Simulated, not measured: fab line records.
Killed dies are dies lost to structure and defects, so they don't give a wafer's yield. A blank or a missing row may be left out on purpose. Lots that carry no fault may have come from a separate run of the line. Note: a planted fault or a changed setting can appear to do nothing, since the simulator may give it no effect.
A lot that was struck, set against a sound lot	flow sky130	16 steps out of a route of 708
Sound: these wafers, L431.1, L431.3, L431.5. The struck wafers were L441.4, L441.5, L441.6. The cause is given at the end.
Order at every step that has rows: each side's tool, ch and its chambers, its first start. Under that, the readings that differ: sound wafers	struck wafers	difference of the means	sigmas: that difference in standard deviations of wafers without a fault.
alike: same words and numbers on both sides, and readings whose means sit less than 2 such deviations apart. not compared: any withheld reading, any reading some wafer has no value for, any bound like >300 that may hide the same value, and any number with overlapping values for which the record gives no deviation.
Wherever a step has rows on one side only, a row that says differs or no value, or a row with sigmas, the two part there. When numbers do not overlap yet have no deviation, they are printed without sigmas and do not part them. A reading that every wafer of one side lacks parts them only if that side has two wafers or more.

first, 1 step without rows for these wafers: SKY_VT_ADJUST_LVTN_IMPLANT_19.
SKY_VT_ADJUST_LVTN_STRIP_20: strips in O2/N2.
  sound on plasma-asher-04 ch 0,1, day 10 01:43; struck on plasma-asher-02 ch 0,1, day 12 17:49
  alike: drypump-motor-current-A, oes-product-au, strip-time-to-endpoint-s
  not compared: rf-hours-counter-h
SKY_VT_ADJUST_LVTN_TW_MEAS_21:
  struck on film-metro-01, day 12 17:55; sound on film-metro-04, day 10 01:49
  alike: VT_ADJUST_LVTN_2_TW
then, 7 steps without rows for these wafers: SKY_VT_ADJUST_NCORE_DEHYDRATE_00 (time 60 s); SKY_VT_ADJUST_NCORE_HMDS_01 (prime time 60 s); SKY_VT_ADJUST_NCORE_COAT_02 (resist thk 1140 nm); SKY_VT_ADJUST_NCORE_SOFTBAKE_03 (time 60 s); SKY_VT_ADJUST_NCORE_EXPOSE_04 (exposes mask LVTN COMPLEMENT THIN, target cd 380 nm); SKY_VT_ADJUST_NCORE_PEB_05; SKY_VT_ADJUST_NCORE_DEVELOP_06 (develop time 60 s).
SKY_VT_ADJUST_NCORE_CD_MEAS_07 targets a cd of 380 nm.
  struck on cd-sem-01, day 13 19:20; sound on cd-sem-02, day 11 00:36
  alike: cd-nm
SKY_VT_ADJUST_NCORE_OVL_MEAS_08:
  struck on overlay-01, day 13 19:25; sound on overlay-01, day 11 00:43
  alike: VT_ADJUST_NCORE_OVL
SKY_VT_ADJUST_NCORE_IMPLANT_09:
  sound on implanter-01 ch 0, day 11 00:45; struck on implanter-01 ch 0, day 13 19:31
reading	sound	struck	difference	sigmas
beam-on-s (s)	10.24 9.89 10.15	12.22 11.70 11.50	+1.71	+9
end-station-pressure-torr (Torr)	4.87e-06 4.9e-06 4.86e-06	8.846e-05 9.083e-05 8.938e-05	+8.468e-05	+99 or more
faraday-current-uA	13.23 13.68 13.38	11.12 11.55 11.77	-1.95	-7
  alike: beam-energy-keV
SKY_VT_ADJUST_NCORE_STRIP_10: strips in O2/N2.
  sound on plasma-asher-03 ch 0,1, day 11 00:54; struck on plasma-asher-03 ch 0,1, day 13 19:37
  alike: drypump-motor-current-A, oes-product-au, strip-time-to-endpoint-s
  not compared: rf-hours-counter-h
SKY_VT_ADJUST_NCORE_TW_MEAS_11:
  struck on film-metro-04, day 13 19:56; sound on film-metro-02, day 11 01:00
reading	sound	struck	difference	sigmas
VT_ADJUST_NCORE_TW	214.9 213.8 214.8	230.8 230.5 230.9	+16.2	+8
  not compared: hold
-- record jumps: 36 days separate the struck wafers' starts on either side; left off in module VT_ADJUST_NCORE, taken up again in module PAD_OPEN, whose first shown step is the route's number 708 --
SKY_PAD_OPEN_PROBE_99:
  struck on prober-01, day 50 01:59; sound on prober-01, day 48 08:24
reading	sound	struck	difference	sigmas
killed-at-contacts	30 29 32	18 22 20	-10	-2
model.etest.nfet_16v.r-on-ohm-um	1.397e+04 1.413e+04 1.415e+04	1.49e+04 1.493e+04 1.503e+04	+8.70e+02	
model.etest.pfet_16v.r-on-ohm-um	1.523e+04 1.526e+04 1.547e+04	1.463e+04 1.47e+04 1.475e+04	-6.267e+02	
model.etest.pfet-g5v0d10v5.r-on-ohm-um	4709 4734 4754	4544 4588 4552	-171	
model.etest.tip-p.rs-ohm-sq	6888 6809 6910	6694 6746 6743	-141	
model.etest.res-pwell-under-gate.rs-ohm-sq	2281 2275 2295	2243 2252 2240	-39	
model.etest.nfet-g5v0d10v5.r-on-ohm-um	1875 1918 1878	1954 1963 1933	+60	
model.etest.tip_p_5v.rs-ohm-sq	2866 2851 2865	2817 2797 2810	-53	
model.etest.tip_n_5v.rs-ohm-sq	1408 1409 1411	1398 1393 1390	-16	
  alike: killed_at_M0_to_M3, killed_at_M4_up, killed-at-front-end, killed-at-other, killed-dies, killed-open, killed-short

## WHERE THEY PART
Last at SKY_PAD_OPEN_PROBE_99 as far as this record goes, first at SKY_VT_ADJUST_NCORE_IMPLANT_09.

WHY: what the simulator had put in
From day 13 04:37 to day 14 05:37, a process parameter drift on implanter-01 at SKY_VT_ADJUST_NCORE_IMPLANT_09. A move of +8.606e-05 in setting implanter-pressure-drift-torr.
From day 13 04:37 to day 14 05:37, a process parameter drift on implanter-01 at SKY_VT_ADJUST_NCORE_IMPLANT_09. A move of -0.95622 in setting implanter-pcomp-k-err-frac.
